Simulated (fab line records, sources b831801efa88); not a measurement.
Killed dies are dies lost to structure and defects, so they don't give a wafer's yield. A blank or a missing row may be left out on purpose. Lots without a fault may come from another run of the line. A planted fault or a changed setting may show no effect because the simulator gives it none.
Which tool did it? | flow sky130 | 12 lots, 36 wafers sampled, at 3 steps of a route of 708

WHAT THE GAUGES READ, wafer by wafer
SKY_SD_N_CD_MEAS_07: target cd 380 nm. Usual: cd_nm 379.5 nm, standard deviation 2.3.
lot  | measured     | on        | cd_nm (nm)        | flag
L864 | day 27 10:50 | cd_sem-01 | 379.6 381.4 382.5 |
L865 | day 27 17:00 | cd_sem-01 | 380.9 379.4 379.7 |
L869 | day 30 12:07 | cd_sem-02 | 381.8 384.0 382.5 |
L868 | day 30 16:16 | cd_sem-02 | 379.7 380.6 380.6 |
L871 | day 31 02:59 | cd_sem-02 | 374.8 376.6 375.3 |
L877 | day 32 10:55 | cd_sem-02 | 380.2 380.1 379.5 |
L878 | day 32 18:50 | cd_sem-02 | 377.4 377.4 376.6 |
L883 | day 34 01:08 | cd_sem-01 | 379.6 378.1 378.4 |
L884 | day 34 15:17 | cd_sem-01 | 377.7 378.7 380.4 |
L885 | day 34 20:32 | cd_sem-02 | 381.4 381.4 382.0 |
L886 | day 35 01:53 | cd_sem-02 | 378.9 378.8 376.8 |
L887 | day 35 08:46 | cd_sem-01 | 379.6 380.0 378.7 |

SKY_LI_CONTACT_OVL_MEAS_13. Usual: LI_CONTACT_OVL 1 nm, standard deviation 5.2.
lot  | measured     | on         | LI_CONTACT_OVL (nm) | flag
L864 | day 28 17:41 | overlay-01 | 7 9 1               |
L865 | day 28 22:26 | overlay-01 | -1 1 4              |
L869 | day 31 17:20 | overlay-02 | -1 -2 6             |
L868 | day 31 21:58 | overlay-02 | 8 6 7               |
L871 | day 32 08:38 | overlay-01 | -4 -6 -2            |
L877 | day 33 14:47 | overlay-02 | -5 -7 -5            |
L878 | day 33 23:56 | overlay-01 | 6 -10 10            |
L883 | day 35 04:38 | overlay-01 | 9 6 0               |
L884 | day 35 19:08 | overlay-01 | -2 -5 5             |
L885 | day 36 00:32 | overlay-02 | -5 -3 7             |
L886 | day 36 05:45 | overlay-02 | -1 4 4              |
L887 | day 36 12:47 | overlay-02 | -3 -4 2             |

WHICH TOOL RAN EACH LOT (tool, then ch and the chambers of the sampled wafers, then the start)
lot  | SKY_POLY_CUT_STRIP_12
L864 | plasma_asher-01 ch 0,1, day 23 17:31
L865 | plasma_asher-03 ch 0,1, day 24 00:31
L869 | plasma_asher-04 ch 0,1, day 26 23:16
L868 | plasma_asher-03 ch 0,1, day 27 03:17
L871 | plasma_asher-04 ch 0,1, day 27 14:55
L877 | plasma_asher-04 ch 0,1, day 28 23:48
L878 | plasma_asher-01 ch 0,1, day 29 06:47
L883 | plasma_asher-03 ch 0,1, day 30 14:58
L884 | plasma_asher-03 ch 0,1, day 31 06:12
L885 | plasma_asher-03 ch 1, day 31 12:10
L886 | plasma_asher-04 ch 0,1, day 31 16:45
L887 | plasma_asher-04 ch 0,1, day 32 01:13
- SKY_POLY_CUT_STRIP_12: strips in O2/N2.

WHAT THE TOOLS THEMSELVES READ (means of the sampled wafers that have a number; where no wafer has one, the mark that the record gives instead)
SKY_POLY_CUT_STRIP_12. Usual: drypump_motor_current_A 5.3 A, standard deviation 0.45; oes_product_au 0.451 a.u., standard deviation 0.0047; strip_time_to_endpoint_s 5.347 s, standard deviation 0.017.
lot  | tool            | drypump_motor_current_A (A) | oes_product_au (a.u.) | strip_time_to_endpoint_s (s) | flag
L864 | plasma_asher-01 | 5.6                         | 0.448                 | 5.343                        |
L865 | plasma_asher-03 | 4.9                         | 0.455                 | 5.350                        |
L869 | plasma_asher-04 | 5.5                         | 0.452                 | 5.355                        |
L868 | plasma_asher-03 | 4.9                         | 0.452                 | 5.338                        |
L871 | plasma_asher-04 | 5.5                         | 0.454                 | 5.335                        |
L877 | plasma_asher-04 | 5.5                         | 0.447                 | 5.324                        |
L878 | plasma_asher-01 | 5.3                         | 0.453                 | 5.323                        |
L883 | plasma_asher-03 | 4.9                         | 0.453                 | 5.358                        |
L884 | plasma_asher-03 | 4.9                         | 0.453                 | 5.357                        |
L885 | plasma_asher-03 | 4.9                         | 0.446                 | 5.368                        |
L886 | plasma_asher-04 | 5.5                         | 0.450                 | 5.355                        |
L887 | plasma_asher-04 | 5.5                         | 0.452                 | 5.345                        |

THE ANSWER, worked out from the rows above alone
Rule: a lot is off if the mean of its wafers that have a number lies more than 3 standard deviations from the usual mean. A lot without any number at a reading at which 4 lots or more have one is off too. The other lots that the step has rows for count as sound. The gauges are gone through in route order, then the tools' own readings, and for those a lot's mean is taken as printed above. The first step at which some lot is off is used, and at that step the reading that is off furthest; a lot without a number counts as furthest.
No lot is off at any reading shown: from this, nothing can be told.

WHAT THE SIMULATOR HAD PUT IN
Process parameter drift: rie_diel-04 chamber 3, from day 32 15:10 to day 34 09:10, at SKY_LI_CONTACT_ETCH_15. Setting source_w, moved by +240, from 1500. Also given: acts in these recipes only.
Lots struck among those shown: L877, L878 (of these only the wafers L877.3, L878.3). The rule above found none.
